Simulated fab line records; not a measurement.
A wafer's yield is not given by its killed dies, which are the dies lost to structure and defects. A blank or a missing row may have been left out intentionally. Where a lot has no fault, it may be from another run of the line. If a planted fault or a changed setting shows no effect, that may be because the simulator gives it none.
fab line records -- flow sky130
record lots=5, wafers=15, last-day=50
route steps=708 shown LI_CONTACT@374 LOCAL_INTERCONNECT@387 CONTACT@406 PAD_OPEN@708
lots untouched by any fault: they come from a run of this same line in which no faults occurred
start-h: start of the lot's first displayed wafer, in hours after the record's first day -- wait-h: hours since the lot's step before -- " unchanged from the row above -- L1.1+2: several wafers, shown together as one row -- - either no value or no given start -- * or withheld: withheld -- < > ~ a bound
route shown NAME@n: names a module that has steps shown in the file, with the first one's number in the route -- usual: mean/standard deviation taken from wafers without a fault -- same: alike in all rows -- chamber/n: place in a boat -- sites: each site's reading -- _std_site: their standard deviation -- _edge_site: the outer-site mean with the inner-site mean subtracted -- radius-mm: how far each site lies from the wafer's centre -- mask NAME#n: copy n -- behind: the last tool/chamber to shape the wafer -- hold: cause of the lot's hold/its duration in hours/its outcome -- device: the n, p or np transistor that did not switch -- end of line: the same wafers' tests at the end of the route -- for a step that has no rows: nothing shown but its recipe -- killed: not the wafer's yield, but the dies lost to structure and defects at the first sort -- map: a wafer's dies, x killed, . not, _ none there
set.NAME: the setting the step ran with; set.NAME@STEP: the setting that earlier step ran with -- model.NAME: the simulator's own value behind a step, which no gauge read
certain route steps with their lots: each step a table, each wafer a row
services: the hour from which a tool's chamber was out of use, counted from the record's first day as start-h (under 0 if before that day), plus the number of hours and why
## steps
# step SKY_LI_CONTACT_CD_MEAS_12
# recipe target-cd-nm=170
# usual cd-nm=170.3/1.3
lot.wafer,tool,chamber,start-h,wait-h,cd-nm
L549.1,cd-sem-01,-,756.35,-,171.6
L549.2,cd-sem-01,-,756.35,-,171.8
L549.6,cd-sem-01,-,756.35,-,170.9
L553.1,cd-sem-01,-,786.10,-,169.6
L553.3,cd-sem-01,-,786.10,-,171.4
L553.5,cd-sem-01,-,786.10,-,171.3
L559.2,cd-sem-02,-,831.02,-,168.2
L559.3,cd-sem-02,-,831.02,-,167.3
L559.6,cd-sem-02,-,831.02,-,169.1
L561.1,cd-sem-01,-,835.80,-,170.7
L561.3,cd-sem-01,-,835.80,-,170.4
L561.6,cd-sem-01,-,835.80,-,171.5
L562.3,cd-sem-01,-,843.74,-,169.8
L562.5,cd-sem-01,-,843.74,-,171.8
L562.6,cd-sem-01,-,843.74,-,170.5
# step SKY_LI_CONTACT_OVL_MEAS_13
# usual LI_CONTACT_OVL=2/5.8
lot.wafer,tool,chamber,start-h,wait-h,LI_CONTACT_OVL[nm]
L549.1,overlay-02,-,756.47,0.1,1
L549.2,overlay-02,-,756.47,0.1,3
L549.6,overlay-02,-,756.47,0.1,-1
L553.1,overlay-02,-,786.22,0.1,6
L553.3,overlay-02,-,786.22,0.1,10
L553.5,overlay-02,-,786.22,0.1,4
L559.2,overlay-01,-,831.12,0.1,2
L559.3,overlay-01,-,831.12,0.1,-1
L559.6,overlay-01,-,831.12,0.1,-3
L561.1,overlay-01,-,835.92,0.1,0
L561.3,overlay-01,-,835.92,0.1,1
L561.6,overlay-01,-,835.92,0.1,5
L562.3,overlay-02,-,843.83,0.1,-8
L562.5,overlay-02,-,843.83,0.1,-1
L562.6,overlay-02,-,843.83,0.1,-6
# step SKY_LI_CONTACT_ETCH_14
# recipe chemistry=N2/H2, target=BARC, ion-energy-ev=200, source-w=500, bias-w=100, pressure-mtorr=30, n2-flow-sccm=100, h2-flow-sccm=200, stop-on=SiO2, time-s=45.9, target-depth-a=600
# step SKY_LI_CONTACT_ETCH_15
# recipe target=PSG, chemistry=C4F8/O2/Ar, stop-on=Si, taper-deg=4.15, mask-material=KrF-thick, source-w=1500, bias-w=1200, pressure-mtorr=40, c4f8-flow-sccm=withheld, O2_flow_sccm=6, Ar_flow_sccm=300, time-s=withheld, target-depth-a=6000
# usual oes-product-au=0.837/0.0046
lot.wafer,tool,chamber,start-h,wait-h,oes-product-au
L549.1,rie-diel-02,3,756.54,0.0,0.840
L549.2,rie-diel-02,2,756.54,0.0,0.841
L549.6,rie-diel-02,3,756.54,0.0,0.840
L553.1,rie-diel-02,2,786.30,0.0,0.836
L553.3,rie-diel-02,3,786.30,0.0,0.836
L553.5,rie-diel-02,3,786.30,0.0,0.833
L559.2,rie-diel-01,2,831.20,0.0,0.834
L559.3,rie-diel-01,3,831.20,0.0,0.846
L559.6,rie-diel-01,2,831.20,0.0,0.838
L561.1,rie-diel-02,3,835.99,0.0,0.835
L561.3,rie-diel-02,2,835.99,0.0,0.847
L561.6,rie-diel-02,2,835.99,0.0,0.831
L562.3,rie-diel-03,1,843.90,0.0,0.829
L562.5,rie-diel-03,1,843.90,0.0,0.837
L562.6,rie-diel-03,2,843.90,0.0,0.837
# step SKY_LI_CONTACT_STRIP_16
# recipe chemistry=O2/N2, power-w=1400, pressure-mtorr=1500, platen-temp-c=withheld, o2-flow-sccm=3000, n2-flow-sccm=300, overash-fraction=0.5
# usual drypump-motor-current-A=5.9/0.34, n2-flow-sccm=300.1/0.87, oes-product-au=0.374/0.0049, strip-time-to-endpoint-s=3.47/0.041
lot.wafer,tool,chamber,start-h,wait-h,drypump-motor-current-A,n2-flow-sccm,oes-product-au,rf-hours-counter-h,strip-time-to-endpoint-s
L549.1,plasma-asher-04,1,756.63,-,6.3,299.1,0.370,92,3.45
L549.2,plasma-asher-04,0,756.63,-,5.4,299.4,0.379,92,3.48
L549.6,plasma-asher-04,1,756.63,-,6.3,299.0,0.371,-,3.40
L553.1,plasma-asher-03,1,786.38,-,6.1,302.4,0.378,4,3.54
L553.3,plasma-asher-03,0,786.38,-,5.6,299.8,0.378,-,3.42
L553.5,plasma-asher-03,0,786.38,-,5.5,300.3,0.379,-,3.42
L559.2,plasma-asher-03,0,831.28,-,5.6,300.1,0.375,8,3.50
L559.3,plasma-asher-03,1,831.28,-,6.1,299.7,0.373,-,3.46
L559.6,plasma-asher-03,0,831.28,-,5.6,299.4,0.380,-,3.52
L561.1,plasma-asher-02,1,836.08,-,5.6,300.2,0.377,41,3.43
L561.3,plasma-asher-02,1,836.08,-,5.6,300.5,0.374,-,3.50
L561.6,plasma-asher-02,0,836.08,-,6.1,300.6,0.374,-,3.54
L562.3,plasma-asher-03,0,844.02,-,5.5,300.8,0.373,-,3.45
L562.5,plasma-asher-03,0,844.02,-,5.5,301.9,0.375,-,3.46
L562.6,plasma-asher-03,1,844.02,-,6.1,300.6,0.376,-,3.49
# step SKY_LI_CONTACT_CLEAN_17
# recipe chemistry=NMP, time-s=600, temp-c=60, dry=n2-spin
# step SKY_LI_CONTACT_PRE_CLEAN_18
# recipe gas=Ar, time-s=5.6, bias-v=358
# step SKY_LI_CONTACT_SPUTTER_19
# recipe material=Ti, target-thk-nm=20, chamber-pressure-pa=5, power-w=2500, substrate-temp-c=200, time-s=106.37
# step SKY_LI_CONTACT_SPUTTER_20
# recipe material=TiN, target-thk-nm=20, chamber-pressure-pa=5, power-w=4000, time-s=80
# usual chamber-pressure-pa=5.000/0.01, throttle-valve-pct=29.8/0.86
lot.wafer,tool,chamber,start-h,wait-h,chamber-pressure-pa,throttle-valve-pct
L549.1,pvd-sputter-01,-,757.02,0.0,5.014,28.5
L549.2,pvd-sputter-01,-,757.02,0.0,5.011,30.3
L549.6,pvd-sputter-01,-,757.02,0.0,4.993,31.6
L553.1,pvd-sputter-02,-,786.77,0.0,4.985,28.9
L553.3,pvd-sputter-02,-,786.77,0.0,5.007,30.6
L553.5,pvd-sputter-02,-,786.77,0.0,4.985,28.7
L559.2,pvd-sputter-02,-,831.65,0.0,5.009,28.8
L559.3,pvd-sputter-02,-,831.65,0.0,5.015,29.0
L559.6,pvd-sputter-02,-,831.65,0.0,4.995,28.7
L561.1,pvd-sputter-03,-,836.45,0.0,5.004,30.1
L561.3,pvd-sputter-03,-,836.45,0.0,4.982,29.8
L561.6,pvd-sputter-03,-,836.45,0.0,4.991,29.9
L562.3,pvd-sputter-02,-,844.37,0.0,4.997,28.8
L562.5,pvd-sputter-02,-,844.37,0.0,4.988,28.7
L562.6,pvd-sputter-02,-,844.37,0.0,5.000,28.8
# step SKY_LI_CONTACT_CVD_21
# recipe material=W, target-thk-nm=400, time-s=120.56, temp-c=400, pressure-torr=40
# usual heater-power-w=893/25
lot.wafer,tool,chamber,start-h,wait-h,heater-power-w
L549.1,cvd-w-02,0,757.08,0.0,874
L549.2,cvd-w-02,1,757.08,0.0,887
L549.6,cvd-w-02,1,757.08,0.0,861
L553.1,cvd-w-02,1,786.83,0.0,873
L553.3,cvd-w-02,1,786.83,0.0,885
L553.5,cvd-w-02,0,786.83,0.0,867
L559.2,cvd-w-01,0,831.71,0.0,931
L559.3,cvd-w-01,1,831.71,0.0,911
L559.6,cvd-w-01,1,831.71,0.0,919
L561.1,cvd-w-02,1,836.51,0.0,888
L561.3,cvd-w-02,0,836.51,0.0,869
L561.6,cvd-w-02,1,836.51,0.0,892
L562.3,cvd-w-02,0,844.47,0.1,879
L562.5,cvd-w-02,0,844.47,0.1,864
L562.6,cvd-w-02,1,844.47,0.1,882
# step SKY_LI_CONTACT_RS_MEAS_22
# recipe thk-meas-gauge=four-point-probe, reads=W_of_LI_CONTACT_CVD_21+TiN_of_LI_CONTACT_SPUTTER_20+Ti_of_LI_CONTACT_SPUTTER_19
# usual LI_CONTACT_W_RS=0.287/0.0032
lot.wafer,tool,chamber,start-h,wait-h,LI_CONTACT_W_RS[ohm/sq]
L549.1,film-metro-04,-,757.20,0.1,0.288
L549.2,film-metro-04,-,757.20,0.1,0.289
L549.6,film-metro-04,-,757.20,0.1,0.288
L553.1,film-metro-04,-,786.95,0.1,0.295
L553.3,film-metro-04,-,786.95,0.1,0.294
L553.5,film-metro-04,-,786.95,0.1,0.288
L559.2,film-metro-01,-,831.86,0.1,0.283
L559.3,film-metro-01,-,831.86,0.1,0.285
L559.6,film-metro-01,-,831.86,0.1,0.286
L561.1,film-metro-04,-,836.64,0.1,0.289
L561.3,film-metro-04,-,836.64,0.1,0.284
L561.6,film-metro-04,-,836.64,0.1,0.290
L562.3,film-metro-01,-,844.60,0.1,0.285
L562.5,film-metro-01,-,844.60,0.1,0.288
L562.6,film-metro-01,-,844.60,0.1,0.290
# step SKY_LI_CONTACT_THK_MEAS_23
# recipe thk-meas-gauge=xrf, reads=W_of_LI_CONTACT_CVD_21
# usual LI_CONTACT_W_THK=399/5.2
lot.wafer,tool,chamber,start-h,wait-h,LI_CONTACT_W_THK[nm]
L549.1,film-metro-04,-,757.32,0.1,400
L549.2,film-metro-04,-,757.32,0.1,399
L549.6,film-metro-04,-,757.32,0.1,398
L553.1,film-metro-04,-,787.07,0.1,391
L553.3,film-metro-04,-,787.07,0.1,393
L553.5,film-metro-04,-,787.07,0.1,401
L559.2,film-metro-01,-,831.97,0.1,407
L559.3,film-metro-01,-,831.97,0.1,401
L559.6,film-metro-01,-,831.97,0.1,403
L561.1,film-metro-04,-,836.76,0.1,395
L561.3,film-metro-04,-,836.76,0.1,404
L561.6,film-metro-04,-,836.76,0.1,394
L562.3,film-metro-01,-,844.70,0.1,403
L562.5,film-metro-01,-,844.70,0.1,398
L562.6,film-metro-01,-,844.70,0.1,395
# step SKY_LI_CONTACT_CMP_24
# recipe stop-on=PSG, t-overpolish-s=20, down-force-psi=3.5, platen-rpm=60, target-thk-nm=0, pad-velocity-m-s=0.94248
# usual motor-current-A=10.4/0.92, overpolish-run-s=19.999/0.0082, time-to-endpoint-s=96/3.8
lot.wafer,tool,chamber,start-h,wait-h,motor-current-A,overpolish-run-s,time-to-endpoint-s
L549.2,cmp-01,2,757.38,0.0,11.5,20.006,95
L549.1,cmp-01,1,757.38,0.0,8.9,20.009,99
L549.6,cmp-01,3,757.38,0.0,10.5,20.002,101
L553.1,cmp-02,3,787.37,0.3,11.1,19.994,92
L553.3,cmp-02,0,787.37,0.3,9.3,19.991,91
L553.5,cmp-02,2,787.37,0.3,10.8,20.000,96
L559.2,cmp-01,3,832.12,0.1,10.2,20.009,101
L559.3,cmp-01,0,832.12,0.1,9.4,20.015,95
L559.6,cmp-01,2,832.12,0.1,11.8,20.005,96
L561.3,cmp-02,3,836.92,0.1,10.9,20.003,96
L561.1,cmp-02,0,836.92,0.1,9.9,20.006,90
L561.6,cmp-02,2,836.92,0.1,10.5,19.994,91
L562.3,cmp-02,3,844.89,0.2,10.9,19.990,93
L562.6,cmp-02,0,844.89,0.2,10.2,19.988,88
L562.5,cmp-02,1,844.89,0.2,11.2,19.997,94
# step SKY_LOCAL_INTERCONNECT_SPUTTER_00
# recipe material=TiN, target-thk-nm=100, temp-c=300, power-w=6500, time-s=83.3, chamber-pressure-pa=0.4
# step SKY_LOCAL_INTERCONNECT_RS_MEAS_01
# recipe thk-meas-gauge=four-point-probe, reads=TiN_of_LOCAL_INTERCONNECT_SPUTTER_00
# usual LOCAL_INTERCONNECT_TIN_RS=14.20/0.2
lot.wafer,tool,chamber,start-h,wait-h,LOCAL_INTERCONNECT_TIN_RS[ohm/sq]
L549.1,film-metro-01,-,757.74,0.0,14.05
L549.2,film-metro-01,-,757.74,0.0,14.13
L549.6,film-metro-01,-,757.74,0.0,13.74
L553.1,film-metro-01,-,787.64,0.0,14.34
L553.3,film-metro-01,-,787.64,0.0,14.50
L553.5,film-metro-01,-,787.64,0.0,14.41
L559.2,film-metro-03,-,832.40,0.1,14.36
L559.3,film-metro-03,-,832.40,0.1,13.98
L559.6,film-metro-03,-,832.40,0.1,14.26
L561.1,film-metro-01,-,837.18,0.0,14.26
L561.3,film-metro-01,-,837.18,0.0,14.02
L561.6,film-metro-01,-,837.18,0.0,14.22
L562.3,film-metro-03,-,845.14,0.1,14.55
L562.5,film-metro-03,-,845.14,0.1,14.37
L562.6,film-metro-03,-,845.14,0.1,14.60
# step SKY_LOCAL_INTERCONNECT_THK_MEAS_02
# recipe thk-meas-gauge=xrf, reads=TiN_of_LOCAL_INTERCONNECT_SPUTTER_00
# usual LOCAL_INTERCONNECT_TIN_THK=98.7/1.4
lot.wafer,tool,chamber,start-h,wait-h,LOCAL_INTERCONNECT_TIN_THK[nm]
L549.1,film-metro-01,-,757.86,0.1,99.8
L549.2,film-metro-01,-,757.86,0.1,99.3
L549.6,film-metro-01,-,757.86,0.1,101.9
L553.1,film-metro-01,-,787.76,0.1,97.4
L553.3,film-metro-01,-,787.76,0.1,96.6
L553.5,film-metro-01,-,787.76,0.1,97.1
L559.2,film-metro-03,-,832.51,0.1,97.5
L559.3,film-metro-03,-,832.51,0.1,100.5
L559.6,film-metro-03,-,832.51,0.1,98.8
L561.1,film-metro-01,-,837.30,0.1,98.8
L561.3,film-metro-01,-,837.30,0.1,100.1
L561.6,film-metro-01,-,837.30,0.1,98.9
L562.3,film-metro-03,-,845.24,0.1,96.2
L562.5,film-metro-03,-,845.24,0.1,97.6
L562.6,film-metro-03,-,845.24,0.1,95.8
# step SKY_LOCAL_INTERCONNECT_DEHYDRATE_03
# recipe temp-c=200, time-s=60
# step SKY_LOCAL_INTERCONNECT_HMDS_04
# recipe prime-time-s=60, prime-temp-c=120
# step SKY_LOCAL_INTERCONNECT_COAT_05
# recipe resist=BARC, temp-c=withheld, time-s=withheld, spin-rpm=3000, resist-thk-nm=60
# step SKY_LOCAL_INTERCONNECT_COAT_06
# recipe resist=KrF-thick, spin-rpm=3000, resist-thk-nm=450
# step SKY_LOCAL_INTERCONNECT_SOFTBAKE_07
# recipe temp-c=100, time-s=90, resist=KrF-thick
# step SKY_LOCAL_INTERCONNECT_EXPOSE_08
# recipe mask-id=LI1M, na=0.8, source-shape=annular, sigma-inner=0.55, sigma-outer=0.85, target-cd-nm=170, dose-mj=27.77
# step SKY_LOCAL_INTERCONNECT_PEB_09
# recipe peb-temp-c=withheld, peb-time-s=withheld, resist=KrF-thick
# step SKY_LOCAL_INTERCONNECT_DEVELOP_10
# recipe develop-time-s=60, resist=KrF-thick, dev-temp-c=21
# step SKY_LOCAL_INTERCONNECT_CD_MEAS_11
# recipe target-cd-nm=170
# usual cd-nm=170.2/1.5
lot.wafer,tool,chamber,start-h,wait-h,cd-nm
L549.1,cd-sem-01,-,785.20,-,168.7
L549.2,cd-sem-01,-,785.20,-,171.2
L549.6,cd-sem-01,-,785.20,-,169.0
L553.1,cd-sem-02,-,814.96,-,168.8
L553.3,cd-sem-02,-,814.96,-,169.8
L553.5,cd-sem-02,-,814.96,-,169.8
L559.2,cd-sem-02,-,858.68,-,169.2
L559.3,cd-sem-02,-,858.68,-,168.5
L559.6,cd-sem-02,-,858.68,-,167.1
L561.1,cd-sem-02,-,863.50,-,172.2
L561.3,cd-sem-02,-,863.50,-,171.8
L561.6,cd-sem-02,-,863.50,-,171.3
L562.3,cd-sem-02,-,870.99,-,166.2
L562.5,cd-sem-02,-,870.99,-,167.1
L562.6,cd-sem-02,-,870.99,-,166.4
# step SKY_LOCAL_INTERCONNECT_OVL_MEAS_12
# usual LOCAL_INTERCONNECT_OVL=1/5.3
lot.wafer,tool,chamber,start-h,wait-h,LOCAL_INTERCONNECT_OVL[nm]
L549.1,overlay-02,-,785.32,0.1,8
L549.2,overlay-02,-,785.32,0.1,4
L549.6,overlay-02,-,785.32,0.1,5
L553.1,overlay-01,-,815.08,0.1,5
L553.3,overlay-01,-,815.08,0.1,3
L553.5,overlay-01,-,815.08,0.1,2
L559.2,overlay-01,-,858.79,0.1,8
L559.3,overlay-01,-,858.79,0.1,5
L559.6,overlay-01,-,858.79,0.1,4
L561.1,overlay-02,-,863.62,0.1,5
L561.3,overlay-02,-,863.62,0.1,-1
L561.6,overlay-02,-,863.62,0.1,-9
L562.3,overlay-02,-,871.08,0.1,1
L562.5,overlay-02,-,871.08,0.1,-1
L562.6,overlay-02,-,871.08,0.1,4
# step SKY_LOCAL_INTERCONNECT_ETCH_13
# recipe chemistry=N2/H2, target=BARC, ion-energy-ev=200, bias-w=100, pressure-mtorr=30, n2-flow-sccm=100, h2-flow-sccm=200, icp-w=500, stop-on=SiO2, time-s=45.9, target-depth-a=600
# step SKY_LOCAL_INTERCONNECT_METAL_ETCH_14
# recipe target-depth-nm=110, stop-on=PSG, chemistry=Cl2/BCl3, target=TiN, resist-sidewall-deg=88, pressure-mtorr=10, icp-w=900, bias-w=48.5, Cl2_flow_sccm=60, bcl3-flow-sccm=30, time-s=31.4
# step SKY_LOCAL_INTERCONNECT_STRIP_15
# recipe chemistry=O2/N2, power-w=1400, pressure-mtorr=1500, platen-temp-c=withheld, o2-flow-sccm=3000, n2-flow-sccm=300, overash-fraction=0.5
# step SKY_LOCAL_INTERCONNECT_STRIP_16
# recipe chemistry=post-etch-residue-remover, time-s=1200, temp-c=72.5
# step SKY_LOCAL_INTERCONNECT_CLEAN_17
# recipe chemistry=IPA, time-s=180, temp-c=25
# step SKY_LOCAL_INTERCONNECT_CLEAN_18
# recipe chemistry=O3/DIW, dry=n2-spin
# step SKY_CONTACT_CVD_00
# recipe material=Si3N4, target-thk-nm=75, temp-c=400, time-s=withheld, rf-w=450
# step SKY_CONTACT_THK_MEAS_01
# recipe reads=Si3N4_of_CONTACT_CVD_00
# usual CONTACT_CVD_00_THK=74.5/1.2
lot.wafer,tool,chamber,start-h,wait-h,CONTACT_CVD_00_THK[nm]
L549.1,film-metro-02,-,786.24,-,74.9
L549.2,film-metro-02,-,786.24,-,72.8
L549.6,film-metro-02,-,786.24,-,73.5
L553.1,film-metro-02,-,815.87,-,72.3
L553.3,film-metro-02,-,815.87,-,73.0
L553.5,film-metro-02,-,815.87,-,75.6
L559.2,film-metro-01,-,859.60,-,73.3
L559.3,film-metro-01,-,859.60,-,75.0
L559.6,film-metro-01,-,859.60,-,74.5
L561.1,film-metro-01,-,864.40,-,75.7
L561.3,film-metro-01,-,864.40,-,74.7
L561.6,film-metro-01,-,864.40,-,75.9
L562.3,film-metro-03,-,871.90,-,73.3
L562.5,film-metro-03,-,871.90,-,74.9
L562.6,film-metro-03,-,871.90,-,74.4
# step SKY_CONTACT_HDPCVD_02
# recipe material=SiO2, target-thk-nm=565, sigma-open-frac=0.3, time-s=94.2, temp-c=600, sih4-flow-sccm=60, pressure-mtorr=6
# step SKY_CONTACT_THK_MEAS_03
# recipe reads=SiO2_of_CONTACT_HDPCVD_02
# usual CONTACT_HDPCVD_THK=566/7
lot.wafer,tool,chamber,start-h,wait-h,CONTACT_HDPCVD_THK[nm]
L549.1,film-metro-01,-,786.36,0.0,563
L549.2,film-metro-01,-,786.36,0.0,575
L549.6,film-metro-01,-,786.36,0.0,578
L553.1,film-metro-03,-,816.00,0.0,568
L553.3,film-metro-03,-,816.00,0.0,563
L553.5,film-metro-03,-,816.00,0.0,574
L559.2,film-metro-03,-,859.73,0.0,558
L559.3,film-metro-03,-,859.73,0.0,566
L559.6,film-metro-03,-,859.73,0.0,570
L561.1,film-metro-03,-,864.53,0.0,576
L561.3,film-metro-03,-,864.53,0.0,566
L561.6,film-metro-03,-,864.53,0.0,573
L562.3,film-metro-03,-,872.03,0.1,578
L562.5,film-metro-03,-,872.03,0.1,579
L562.6,film-metro-03,-,872.03,0.1,581
# step SKY_CONTACT_CMP_04
# recipe material=SiO2, down-force-psi=4, platen-rpm=60, pad-velocity-m-s=0.94248
# usual motor-current-A=11.3/0.97, time-to-endpoint-s=85/5
lot.wafer,tool,chamber,start-h,wait-h,motor-current-A,time-to-endpoint-s
L549.1,cmp-02,3,786.54,0.2,12.2,82
L549.2,cmp-02,1,786.54,0.2,11.4,87
L549.6,cmp-02,0,786.54,0.2,10.9,88
L553.1,cmp-02,3,816.11,0.1,12.1,85
L553.3,cmp-02,1,816.11,0.1,12.1,84
L553.5,cmp-02,3,816.11,0.1,12.1,88
L559.3,cmp-01,0,859.78,0.0,10.9,82
L559.2,cmp-01,2,859.78,0.0,12.2,83
L559.6,cmp-01,1,859.78,0.0,9.3,93
L561.3,cmp-01,0,864.69,0.1,10.6,84
L561.1,cmp-01,1,864.69,0.1,9.4,90
L561.6,cmp-01,3,864.69,0.1,11.3,89
L562.3,cmp-01,2,872.12,0.1,11.9,95
L562.5,cmp-01,1,872.12,0.1,9.9,97
L562.6,cmp-01,2,872.12,0.1,11.7,94
# step SKY_CONTACT_BOW_MEAS_05
# recipe mode=bow
# usual CONTACT_BOW=83/7.3
lot.wafer,tool,chamber,start-h,wait-h,CONTACT_BOW[um]
L549.1,film-metro-02,-,786.84,0.2,87
L549.2,film-metro-02,-,786.84,0.2,79
L549.6,film-metro-02,-,786.84,0.2,94
L553.1,film-metro-01,-,816.36,0.2,67
L553.3,film-metro-01,-,816.36,0.2,83
L553.5,film-metro-01,-,816.36,0.2,83
L559.2,film-metro-01,-,860.10,0.2,84
L559.3,film-metro-01,-,860.10,0.2,82
L559.6,film-metro-01,-,860.10,0.2,92
L561.1,film-metro-01,-,864.89,0.1,73
L561.3,film-metro-01,-,864.89,0.1,89
L561.6,film-metro-01,-,864.89,0.1,81
L562.3,film-metro-02,-,872.41,0.2,86
L562.5,film-metro-02,-,872.41,0.2,94
L562.6,film-metro-02,-,872.41,0.2,90
# step SKY_CONTACT_DEHYDRATE_06
# recipe temp-c=200, time-s=60
# step SKY_CONTACT_HMDS_07
# recipe prime-time-s=60, prime-temp-c=120
# step SKY_CONTACT_COAT_08
# recipe resist=BARC, temp-c=withheld, time-s=withheld, spin-rpm=3000, resist-thk-nm=60
# step SKY_CONTACT_COAT_09
# recipe resist=KrF-thick, spin-rpm=3000, resist-thk-nm=450
# step SKY_PAD_OPEN_PROBE_99
# usual killed_at_M0_to_M3=44/7.2, killed_at_M4_up=3.1/1.8, killed-at-contacts=25/5.2, killed-at-front-end=15/3.9, killed-at-other=0.2/0.5, killed-dies=86/9.5, killed-on-rim=17/3.5, killed-open=47/7.3, killed-short=40/6
# same gross-dies=492, killed-at-back-side=0
lot.wafer,tool,chamber,start-h,wait-h,killed_at_M0_to_M3,killed_at_M4_up,killed-at-contacts,killed-at-front-end,killed-at-other,killed-dies,killed-on-rim,killed-open,killed-short
L549.1,prober-02,-,1134.49,0.1,46,1,147,12,0,206,36,48,28
L549.2,prober-02,-,1134.54,0.1,39,2,149,9,0,199,38,34,31
L549.6,prober-02,-,1134.74,0.2,34,3,164,15,1,217,34,36,44
# killed by level:class
L549.1 LI_CONTACT:unspecified=130 VIA1:geometric-particle:open=9 VIA3:geometric-particle:open=7 VIA2:geometric-particle:open=7 CONTACT:geometric-particle:open=6 METAL1:geometric-particle:short=6 POLY_GATE:geometric-particle:open=5 LI_CONTACT:geometric-particle:open=5
L549.2 LI_CONTACT:unspecified=134 VIA2:geometric-particle:open=9 VIA1:geometric-particle:open=7 CONTACT:geometric-particle:open=6 METAL2:geometric-particle:short=6 METAL1:geometric-particle:short=4 VIA3:geometric-particle:open=4 FIELD_ISO:geometric-particle:short=3
L549.6 LI_CONTACT:unspecified=137 CONTACT:geometric-particle:short=8 METAL1:geometric-particle:short=8 VIA1:geometric-particle:open=7 POLY_GATE:geometric-particle:open=6 LOCAL_INTERCONNECT:geometric-particle:short=6 CONTACT:geometric-particle:open=6 METAL2:geometric-particle:short=5
# map L549.6 (x killed, . not)
__________.xxx..x..._________
________x.x..x.x.xxx.x_______
______..x.xxxxx..x..xx.._____
_____x..x.xxx..x.xx...xx.____
____xx.x...xx...x..xxxxxx.___
___xxx.xxxxx..x.xxxx..xx..x__
__x.x...xx.xx.xx.x..xx.x..x._
_.x.x..x..x.x.xx..x.x.xx....x
_.xx.....x.....x....x..x..x..
_......x..x..xxx.......x.....
_.....x..x..xxx.xx..xxx.xx...
_xxx...x...x.xxxx.x...xx...x.
_.xx.xxx........x.x...x.xx..x
_..x.x.xxx.xx.xxxxx.xxxxx....
_..xx....xx.xx.x.x..xxxxx.x..
__.xx...xxxx.x.xx..xx.....x._
___x.........x.xx.x...xx.x.__
____..x.......xx..x.xxx...___
_____......xxxx.xx.xxx.x.____
______.....xxxx..xxx...._____
________.xxxx..xx....._______
__________x....x..x._________
# map L559.6 (x killed, . not)
__________xx.x......_________
________xx......x....._______
______.....x.x..x.....x._____
_____..........x...x....x____
____..x...........x..x...x___
___......xx................__
__............x............._
_x.xxx................x......
_..x......x.x.x....x...x.....
_.xx...x.....x..x..........x.
_....x...xxx........xx..x.x.x
_..xx.......x...x........xx.x
_.........x...x........x.....
_...x.............x..x.......
_.x............x....x........
__...x....x......x......x..._
___...x...........xx.......__
____.....x...x..........x.___
_____.........xx....x..x.____
______....x.......x..x.._____
________......xx......_______
__________.........._________
## services
tool,chamber,start-h,hours,kind
plasma-asher-03,-,733.75,9.0,pm
plasma-asher-03,0,733.75,9.0,vent-cycle
plasma-asher-03,1,733.75,9.0,vent-cycle
cmp-01,-,740.62,1.4,repair
cvd-w-02,-,742.65,0.6,repair
plasma-asher-03,0,742.75,-,clean
plasma-asher-03,1,742.75,-,clean
cmp-02,-,744.28,4.0,pm
rie-diel-01,3,745.44,3.8,repair
rie-diel-02,0,745.87,-,clean
cmp-02,-,748.28,-,consumable-replace:conditioner
cmp-02,-,748.28,-,consumable-replace:pad
cvd-w-02,-,751.36,2.8,pm
rie-diel-01,1,781.26,4.7,repair
cmp-01,-,782.77,6.5,pm
rie-diel-02,3,790.03,23.9,repair
cvd-w-01,0,808.75,2.4,repair
rie-diel-02,-,815.98,0.4,repair
cmp-02,-,825.01,0.3,repair
cmp-01,-,828.08,0.4,repair
cvd-w-01,-,828.93,0.9,repair
cmp-01,-,840.32,3.9,repair
cvd-w-02,1,844.92,16.4,repair
cmp-02,-,858.69,2.2,repair
## key
first-sign step=SKY_PAD_OPEN_PROBE_99, reading=killed-at-contacts, direction=up, sigmas=25, usual=25, struck=153
effect step=SKY_PAD_OPEN_PROBE_99, reading=killed-dies, direction=up, sigmas=13, usual=86, struck=207
met-at SKY_LI_CONTACT_CMP_24
struck-wafers L549.1,L549.2,L549.6
tester-left-out L549
also-fits SKY_LI_CONTACT_STRIP_16:plasma-asher-04,SKY_LI_CONTACT_SPUTTER_20:pvd-sputter-01
fault kind=chamber-particle-source, tool=cmp-01, chamber=-, onset-h=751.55, steps=SKY_LI_CONTACT_CMP_24, rate-per-visit-cm2=0.69037, end-h=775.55
# tester-left-out: of these lots the tester's yield and bins aren't shown, on N5 and GAA mostly nor the transistor test; their killed dies are dies lost to structure and defects alone, not to doping, threshold or leakage, so they don't give the yield
